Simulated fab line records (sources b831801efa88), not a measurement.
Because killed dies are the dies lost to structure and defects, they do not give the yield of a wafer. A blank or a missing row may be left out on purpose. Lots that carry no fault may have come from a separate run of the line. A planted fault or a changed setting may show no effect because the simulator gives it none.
Which tool was responsible? / flow sky130 / 13 lots, 39 wafers sampled, at 4 steps of a route of 708

WHAT EACH GAUGE READ, for each wafer
SKY_VIA3_RS_MEAS_22: uses a four-point probe to measure. Usual: VIA3_W_RS gives 0.2958 ohm/sq (standard deviation 0.003).
lot=L163; measured=day 39 19:20; on=filmMetro-01; VIA3_W_RS (ohm/sq)=0.2885 0.2943 0.2936; flag=
lot=L165; measured=day 40 05:27; on=filmMetro-02; VIA3_W_RS (ohm/sq)=0.2998 0.2951 0.2962; flag=
lot=L166; measured=day 40 11:14; on=filmMetro-03; VIA3_W_RS (ohm/sq)=0.2964 0.2919 0.2920; flag=
lot=L167; measured=day 41 02:46; on=filmMetro-01; VIA3_W_RS (ohm/sq)=0.3005 0.2958 0.2981; flag=
lot=L168; measured=day 41 05:11; on=filmMetro-01; VIA3_W_RS (ohm/sq)=0.2991 0.2933 0.2926; flag=
lot=L170; measured=day 41 11:05; on=filmMetro-01; VIA3_W_RS (ohm/sq)=0.2945 0.2933 0.2971; flag=
lot=L172; measured=day 42 09:01; on=filmMetro-03; VIA3_W_RS (ohm/sq)=0.2996 0.3025 0.3004; flag=
lot=L173; measured=day 42 13:37; on=filmMetro-01; VIA3_W_RS (ohm/sq)=0.2961 0.2980 0.3007; flag=
lot=L177; measured=day 43 20:16; on=filmMetro-02; VIA3_W_RS (ohm/sq)=0.2936 0.2919 0.2939; flag=
lot=L178; measured=day 44 15:54; on=filmMetro-03; VIA3_W_RS (ohm/sq)=0.2913 0.2965 0.2968; flag=
lot=L185; measured=day 45 20:09; on=filmMetro-03; VIA3_W_RS (ohm/sq)=0.2956 0.2961 0.2917; flag=
lot=L184; measured=day 45 20:20; on=filmMetro-02; VIA3_W_RS (ohm/sq)=0.2915 0.3000 0.2922; flag=
lot=L186; measured=day 46 00:01; on=filmMetro-03; VIA3_W_RS (ohm/sq)=0.2951 0.2926 0.2932; flag=

SKY_CAP2M_THK_MEAS_01. Usual: CAP2M_CVD_00_THK gives 15.51 nm (standard deviation 0.25).
lot=L163; measured=day 39 20:00; on=filmMetro-04; CAP2M_CVD_00_THK (nm)=15.55 15.94 15.62; flag=
lot=L165; measured=day 40 06:06; on=filmMetro-02; CAP2M_CVD_00_THK (nm)=15.19 15.47 15.21; flag=
lot=L166; measured=day 40 11:52; on=filmMetro-02; CAP2M_CVD_00_THK (nm)=15.56 15.51 15.99; flag=
lot=L167; measured=day 41 03:25; on=filmMetro-02; CAP2M_CVD_00_THK (nm)=15.67 15.66 15.45; flag=
lot=L168; measured=day 41 05:49; on=filmMetro-02; CAP2M_CVD_00_THK (nm)=15.37 15.30 15.55; flag=
lot=L170; measured=day 41 11:43; on=filmMetro-02; CAP2M_CVD_00_THK (nm)=15.76 15.60 16.12; flag=
lot=L172; measured=day 42 09:40; on=filmMetro-03; CAP2M_CVD_00_THK (nm)=15.08 15.16 15.21; flag=
lot=L173; measured=day 42 14:16; on=filmMetro-02; CAP2M_CVD_00_THK (nm)=15.16 15.48 15.49; flag=
lot=L177; measured=day 43 20:55; on=filmMetro-04; CAP2M_CVD_00_THK (nm)=15.45 15.59 15.63; flag=
lot=L178; measured=day 44 16:33; on=filmMetro-04; CAP2M_CVD_00_THK (nm)=15.13 15.27 15.77; flag=
lot=L185; measured=day 45 20:47; on=filmMetro-02; CAP2M_CVD_00_THK (nm)=15.36 15.58 15.57; flag=
lot=L184; measured=day 45 21:14; on=filmMetro-03; CAP2M_CVD_00_THK (nm)=15.44 15.43 15.62; flag=
lot=L186; measured=day 46 00:41; on=filmMetro-03; CAP2M_CVD_00_THK (nm)=15.19 15.55 15.75; flag=

SKY_CAP2M_THK_MEAS_04: measures by xrf. Usual: CAP2M_TIN_THK gives 200.0 nm (standard deviation 2.5).
lot=L163; measured=day 39 20:17; on=filmMetro-03; CAP2M_TIN_THK (nm)=200.7 201.4 199.3; flag=
lot=L165; measured=day 40 06:23; on=filmMetro-04; CAP2M_TIN_THK (nm)=200.9 201.5 201.6; flag=
lot=L166; measured=day 40 12:10; on=filmMetro-02; CAP2M_TIN_THK (nm)=195.2 192.6 199.0; flag=
lot=L167; measured=day 41 03:42; on=filmMetro-03; CAP2M_TIN_THK (nm)=200.9 201.6 200.6; flag=
lot=L168; measured=day 41 06:07; on=filmMetro-04; CAP2M_TIN_THK (nm)=200.3 198.8 198.7; flag=
lot=L170; measured=day 41 12:01; on=filmMetro-04; CAP2M_TIN_THK (nm)=198.2 202.1 202.3; flag=
lot=L172; measured=day 42 09:58; on=filmMetro-02; CAP2M_TIN_THK (nm)=198.0 196.7 199.4; flag=
lot=L173; measured=day 42 14:33; on=filmMetro-04; CAP2M_TIN_THK (nm)=199.9 197.4 198.5; flag=
lot=L177; measured=day 43 21:13; on=filmMetro-04; CAP2M_TIN_THK (nm)=200.3 198.4 197.3; flag=
lot=L178; measured=day 44 16:50; on=filmMetro-03; CAP2M_TIN_THK (nm)=202.1 203.3 201.0; flag=
lot=L185; measured=day 45 21:04; on=filmMetro-04; CAP2M_TIN_THK (nm)=198.6 201.0 199.7; flag=
lot=L184; measured=day 45 21:31; on=filmMetro-03; CAP2M_TIN_THK (nm)=204.6 205.6 203.9; flag=
lot=L186; measured=day 46 00:58; on=filmMetro-02; CAP2M_TIN_THK (nm)=196.9 194.4 194.0; flag=

WHAT TOOL EACH LOT RAN ON (gives the tool, then ch and the chambers of the sampled wafers, and finally the start)
lot=L163; SKY_METAL2_STRIP_21=wetBench-02 ch 3, day 35 08:23
lot=L165; SKY_METAL2_STRIP_21=wetBench-02 ch 3, day 35 16:39
lot=L166; SKY_METAL2_STRIP_21=wetBench-03 ch 0, day 35 22:01
lot=L167; SKY_METAL2_STRIP_21=wetBench-02 ch 1, day 36 17:07
lot=L168; SKY_METAL2_STRIP_21=wetBench-02 ch 0, day 36 17:50
lot=L170; SKY_METAL2_STRIP_21=wetBench-02 ch 1, day 37 01:26
lot=L172; SKY_METAL2_STRIP_21=wetBench-01 ch 2, day 38 02:10
lot=L173; SKY_METAL2_STRIP_21=wetBench-01 ch 3, day 38 05:13
lot=L177; SKY_METAL2_STRIP_21=wetBench-03 ch 0, day 39 14:05
lot=L178; SKY_METAL2_STRIP_21=wetBench-02 ch 0, day 40 12:23
lot=L185; SKY_METAL2_STRIP_21=wetBench-02 ch 1, day 41 19:57
lot=L184; SKY_METAL2_STRIP_21=wetBench-01 ch 2, day 41 20:13
lot=L186; SKY_METAL2_STRIP_21=wetBench-02 ch 2, day 42 00:37
- SKY_METAL2_STRIP_21: strips in post etch residue remover, time 1200 s.

WHAT THE TOOLS THEMSELVES READ (means of the sampled wafers that have a number; where no wafer has one, the mark that the record gives instead)
The record holds no such reading with a usual standard deviation.

THE ANSWER, worked out from the rows above alone
Rule: a lot counts as off when the mean over its wafers that have a number is more than 3 standard deviations away from the usual mean. Also off: a lot with no number at a reading for which 4 or more lots have one. The other lots that the step has rows for count as sound. The gauges are gone through in route order, then the tools' own readings, and for those a lot's mean is taken as printed above. The first step at which some lot is off is used, and at that step the reading that is off furthest; a lot without a number counts as furthest.
Across all readings shown, no lot is off: no conclusion can be drawn from this.

WHAT WAS PUT IN BY THE SIMULATOR
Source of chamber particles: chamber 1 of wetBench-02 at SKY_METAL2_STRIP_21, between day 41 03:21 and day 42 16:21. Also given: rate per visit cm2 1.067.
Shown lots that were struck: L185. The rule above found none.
